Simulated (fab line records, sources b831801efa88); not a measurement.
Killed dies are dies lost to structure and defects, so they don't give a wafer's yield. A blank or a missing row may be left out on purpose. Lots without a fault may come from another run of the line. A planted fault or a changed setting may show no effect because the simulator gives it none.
Which tool did it? | flow gf180mcu | 13 lots, 39 wafers sampled, at 2 steps of a route of 602

WHAT THE GAUGES READ, wafer by wafer
GF_V5_THK_MEAS_01. Usual: V5_CVD_00_THK 300.2 nm, standard deviation 2.7.
lot  | measured     | on            | V5_CVD_00_THK (nm) | flag
L928 | day 26 02:02 | film_metro-02 | 303.0 305.9 300.8  |
L931 | day 27 00:34 | film_metro-03 | 298.3 299.0 299.9  |
L932 | day 27 16:53 | film_metro-02 | 302.4 297.2 301.4  |
L933 | day 27 18:41 | film_metro-03 | 305.1 303.9 303.3  |
L934 | day 28 03:17 | film_metro-04 | 301.6 300.0 304.4  |
L935 | day 28 14:43 | film_metro-02 | 300.8 300.7 297.9  |
L936 | day 29 08:01 | film_metro-04 | 302.1 296.1 299.1  |
L937 | day 29 16:30 | film_metro-02 | 299.7 301.0 302.7  |
L938 | day 29 18:05 | film_metro-04 | 297.7 297.9 298.3  |
L939 | day 30 06:55 | film_metro-02 | 291.1 293.5 294.2  |
L940 | day 30 10:14 | film_metro-02 | 299.0 302.1 300.5  |
L949 | day 32 09:19 | film_metro-02 | 305.5 299.0 304.0  |
L951 | day 32 21:14 | film_metro-03 | 301.2 302.9 299.6  |

WHICH TOOL RAN EACH LOT (tool, then ch and the chambers of the sampled wafers, then the start)
lot  | GF_M4_SPUTTER_04
L928 | pvd_sputter-04, day 22 04:14
L931 | pvd_sputter-01, day 23 04:53
L932 | pvd_sputter-01, day 24 00:22
L933 | pvd_sputter-04, day 24 02:40
L934 | pvd_sputter-01, day 24 11:08
L935 | pvd_sputter-03, day 24 23:24
L936 | pvd_sputter-01, day 25 20:19
L937 | pvd_sputter-04, day 26 04:43
L938 | pvd_sputter-04, day 26 07:28
L939 | pvd_sputter-04, day 26 20:22
L940 | pvd_sputter-04, day 27 00:29
L949 | pvd_sputter-01, day 29 05:47
L951 | pvd_sputter-04, day 29 19:28
- GF_M4_SPUTTER_04: material TiN, target thk 50 nm, time 41.7 s.

WHAT THE TOOLS THEMSELVES READ (means of the sampled wafers that have a number; where no wafer has one, the mark that the record gives instead)
GF_M4_SPUTTER_04. Usual: throttle_valve_pct 29.7 %, standard deviation 1.3.
lot  | tool           | throttle_valve_pct (%) | flag
L928 | pvd_sputter-04 | 30.9                   |
L931 | pvd_sputter-01 | 29.0                   |
L932 | pvd_sputter-01 | 28.4                   |
L933 | pvd_sputter-04 | 30.1                   |
L934 | pvd_sputter-01 | 28.6                   |
L935 | pvd_sputter-03 | 29.8                   |
L936 | pvd_sputter-01 | 28.5                   |
L937 | pvd_sputter-04 | 31.2                   |
L938 | pvd_sputter-04 | 29.9                   |
L939 | pvd_sputter-04 | 30.2                   |
L940 | pvd_sputter-04 | 30.9                   |
L949 | pvd_sputter-01 | 29.8                   |
L951 | pvd_sputter-04 | 30.6                   |

THE ANSWER, worked out from the rows above alone
Rule: a lot is off if the mean of its wafers that have a number lies more than 3 standard deviations from the usual mean. A lot without any number at a reading at which 4 lots or more have one is off too. The other lots that the step has rows for count as sound. The gauges are gone through in route order, then the tools' own readings, and for those a lot's mean is taken as printed above. The first step at which some lot is off is used, and at that step the reading that is off furthest; a lot without a number counts as furthest.
No lot is off at any reading shown: from this, nothing can be told.

WHAT THE SIMULATOR HAD PUT IN
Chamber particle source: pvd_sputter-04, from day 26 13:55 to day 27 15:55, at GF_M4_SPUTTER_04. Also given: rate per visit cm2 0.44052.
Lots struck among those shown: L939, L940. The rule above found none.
